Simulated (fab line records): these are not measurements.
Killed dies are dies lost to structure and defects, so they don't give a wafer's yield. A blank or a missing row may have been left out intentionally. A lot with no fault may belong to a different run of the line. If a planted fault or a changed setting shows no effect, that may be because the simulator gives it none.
Problem report in the 8D (eight disciplines) form, filled by code    flow sky130    the parts of the form that need people (team, actions taken, sign-off) are left out

## 1. THE ISSUE
Mean of runLengthS at SKY_FIELD_ISO_ETCH_14: 84.3 s across 5 wafers in 3 lots; on wafers with no fault it is 74.2 s (standard deviation 0.31). That is +33 standard deviations from the usual mean.
The step: etches BARC in N2/H2, stops on SiO2, time 45.9 s, target depth 60 nm.
Seen first at day 5 00:38 on rieDiel-04, wafer L965.1. The record holds 20 wafers of 7 lots with a number at this step. The rule behind "out" and "out of limits": a value lying over 4 standard deviations away from the usual mean. All remaining wafers that have a number are taken as sound.

## 2. WHAT THIS IS AND IS NOT
question                     is                                      is not
which readings at this step  runLengthS, oesProductAu                drypumpMotorCurrentA, throttleValvePct
which lots                   L965, L966, L968                        L956, L963, L964, L974
which wafers of those lots   L965.1, L965.3, L966.1, L966.3, L968.3  L965.2, L966.2, L968.5
read on which tools          rieDiel-04                              rieDiel-02, rieDiel-03
when                         from day 5 00:38                        up to then (10 sound wafers); but 5 sound wafers of L966, L968, L974 came after

## 3. SUSPECTS, AND WHAT RULES EACH OUT
Counting: any tool at a process step up to the reading remains a suspect provided it ran every lot that is out. Sound lots after the first of them don't rule it out here, since some wafers of a struck lot are sound.
- rieDiel-04 at SKY_FIELD_ISO_ETCH_14 (etches BARC in N2/H2, stops on SiO2, time 45.9 s, target depth 60 nm): kept. It ran every lot that is out, first L965 (day 5 00:38); its last sound lot up to then is L963 (day 4 14:41). On those wafers its own readings are out: oesProductAu, runLengthS.
Remaining after the count: rieDiel-04 at SKY_FIELD_ISO_ETCH_14.

## 4. THE CAUSE (what the simulator had put in)
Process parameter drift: rieDiel-04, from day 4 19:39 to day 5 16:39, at SKY_FIELD_ISO_ETCH_14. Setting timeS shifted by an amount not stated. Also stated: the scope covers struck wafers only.
Counting left only this tool.

## 5. THE CHAIN OF EFFECTS, in route order
Each row: a reading whose mean over the struck wafers that have a number lies more than 3 standard deviations from the usual. Only readings whose record carries a usual standard deviation are examined. hours: median over the lots of the time between each lot's start at the first step of this table that gives one and its start at this step. sigmas: the change, counted in usual standard deviations.
hours  step                    reading               usual       on struck wafers  change  sigmas
0      SKY_FIELD_ISO_ETCH_14   oesProductAu          0.856 a.u.  0.767             -0.089  -19
0      SKY_FIELD_ISO_ETCH_14   runLengthS            74.2 s      84.3              +10.1   +33
0      SKY_FIELD_ISO_STRIP_16  stripTimeToEndpointS  3.564 s     3.468             -0.096  -3.6
Process steps it contains:
- SKY_FIELD_ISO_ETCH_14: etches BARC in N2/H2, stops on SiO2, time 45.9 s, target depth 60 nm.
- SKY_FIELD_ISO_STRIP_16: strips in O2/N2.

## 6. HOW IT WOULD HAVE BEEN CAUGHT EARLIER
In this record no reading fell out of limits until day 5 00:38, 5 hours after the fault had begun at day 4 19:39.
